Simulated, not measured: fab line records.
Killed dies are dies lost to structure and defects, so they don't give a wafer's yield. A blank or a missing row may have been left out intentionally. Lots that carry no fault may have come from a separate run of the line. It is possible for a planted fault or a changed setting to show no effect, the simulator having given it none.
Which tool was responsible? -- flow gf180mcu -- 36 wafers from 12 lots sampled at 4 of the route's 602 steps

== WHAT EACH GAUGE READ, for each wafer ==
GF_V1_CD_MEAS_14: the cd target is 260 nm.
lot,measured,on,cd nm (nm)
L580,day 18 10:32,cd sem-02,260.9 260.3 260.6
L584,day 19 21:07,cd sem-02,260.8 259.5 259.2
L585,day 20 04:24,cd sem-02,261.1 259.3 259.2
L586,day 20 16:31,cd sem-01,259.5 260.7 259.4
L590,day 22 04:52,cd sem-01,259.5 259.3 259.5
L596,day 24 16:20,cd sem-01,262.8 260.9 262.2
L597,day 24 23:07,cd sem-02,259.9 258.8 259.2
L598,day 25 08:51,cd sem-02,259.7 260.8 258.1
L600,day 25 11:47,cd sem-02,260.0 258.5 259.1
L599,day 25 11:50,cd sem-01,260.3 258.6 258.6
L601,day 25 21:28,cd sem-01,257.1 257.8 258.0
L602,day 26 06:30,cd sem-02,259.2 259.0 257.9

GF_V1_OVL_MEAS_15.
lot,measured,on,V1_OVL (nm)
L580,day 18 10:39,overlay-01,-4 3 2
L584,day 19 21:13,overlay-01,-5 -14 -11
L585,day 20 04:31,overlay-01,-11 -9 -7
L586,day 20 16:38,overlay-01,5 3 4
L590,day 22 04:59,overlay-02,8 -1 1
L596,day 24 16:27,overlay-01,-3 -2 -3
L597,day 24 23:11,overlay-02,2 5 0
L598,day 25 08:58,overlay-02,-6 -14 -14
L600,day 25 11:54,overlay-02,-1 -3 -1
L599,day 25 11:57,overlay-01,0 -3 1
L601,day 25 21:34,overlay-02,2 -4 0
L602,day 26 06:37,overlay-02,-1 -5 1

GF_V2_BOW_MEAS_05.
lot,measured,on,V2_BOW (um)
L580,day 19 14:08,film metro-01,109 110 116
L584,day 21 00:28,film metro-02,89 96 97
L585,day 21 06:42,film metro-01,99 88 87
L586,day 21 18:59,film metro-01,89 90 85
L590,day 23 06:08,film metro-01,98 98 102
L596,day 25 17:25,film metro-02,67 73 78
L597,day 26 00:15,film metro-02,77 84 70
L598,day 26 09:10,film metro-02,107 98 109
L600,day 26 11:56,film metro-02,91 101 101
L599,day 26 12:32,film metro-02,81 88 81
L601,day 26 22:16,film metro-01,111 105 98
L602,day 27 06:43,film metro-02,111 108 106

== TOOL THAT RAN EACH LOT (tool first, then ch and the chambers of the sampled wafers, then the start) ==
lot,GF_V2_CVD_00
L580,"hdpcvd-01 ch 0,1, day 19 13:34"
L584,"hdpcvd-01 ch 0,1,2, day 20 23:52"
L585,"hdpcvd-02 ch 0,1,2, day 21 06:07"
L586,"hdpcvd-02 ch 1,2, day 21 18:25"
L590,"hdpcvd-01 ch 0,1,2, day 23 05:34"
L596,"hdpcvd-02 ch 0,2, day 25 16:51"
L597,"hdpcvd-02 ch 0,1,2, day 25 23:40"
L598,"hdpcvd-02 ch 0,1, day 26 08:28"
L600,"hdpcvd-02 ch 1,2, day 26 11:06"
L599,"hdpcvd-01 ch 0,2, day 26 11:41"
L601,"hdpcvd-02 ch 0,1, day 26 21:24"
L602,"hdpcvd-02 ch 1,2, day 27 06:08"
- GF_V2_CVD_00: deposits SiO2, target thk 600 nm, time 100 s.

== WHAT THE TOOLS THEMSELVES READ (means of the sampled wafers that have a number; where no wafer has one, the mark that the record gives instead) ==
GF_V2_CVD_00.
lot,tool,pressure mtorr (mTorr),run length s (s)
L580,hdpcvd-01,5.995,127.6
L584,hdpcvd-01,6.002,127.7
L585,hdpcvd-02,6.008,127.9
L586,hdpcvd-02,6.002,127.5
L590,hdpcvd-01,5.995,127.9
L596,hdpcvd-02,-,-
L597,hdpcvd-02,-,-
L598,hdpcvd-02,6.001,128.0
L600,hdpcvd-02,5.990,127.7
L599,hdpcvd-01,5.998,127.4
L601,hdpcvd-02,5.998,128.5
L602,hdpcvd-02,6.010,128.1

== THE ANSWER, worked out from the rows above alone ==
Rule: what is usual is taken from the lots themselves. The widest of any qualifying gaps counts: lots, ordered by their means at a reading, are off when they make up no more than a third of the lots, leave a main group of 4 or more, and stand apart from it by 3 or more times the standard deviation of that group's means. If all means in a main group match to the digits the tables above print for the reading, that group is not used. Also off: a lot with no number at a reading for which 4 or more lots have one. Any other lot the step has rows for is counted as sound. Order of review: gauges by route order, followed by the tools' own readings, for which a lot's mean as printed above is used. The first step at which some lot is off is used, and at that step the reading that is off furthest; a lot without a number counts as furthest.
Off: L596, L597, at GF_V2_CVD_00 (pressure mtorr). Without a number there: L596, L597. The main group has a mean of 6.000 mTorr with a standard deviation of 0.0058.
A tool fits if, at that step or a process step before it, it ran every lot that is off, and no sound lot after the first of them. No candidate that was tried fits.

== WHAT THE SIMULATOR HAD INSERTED ==
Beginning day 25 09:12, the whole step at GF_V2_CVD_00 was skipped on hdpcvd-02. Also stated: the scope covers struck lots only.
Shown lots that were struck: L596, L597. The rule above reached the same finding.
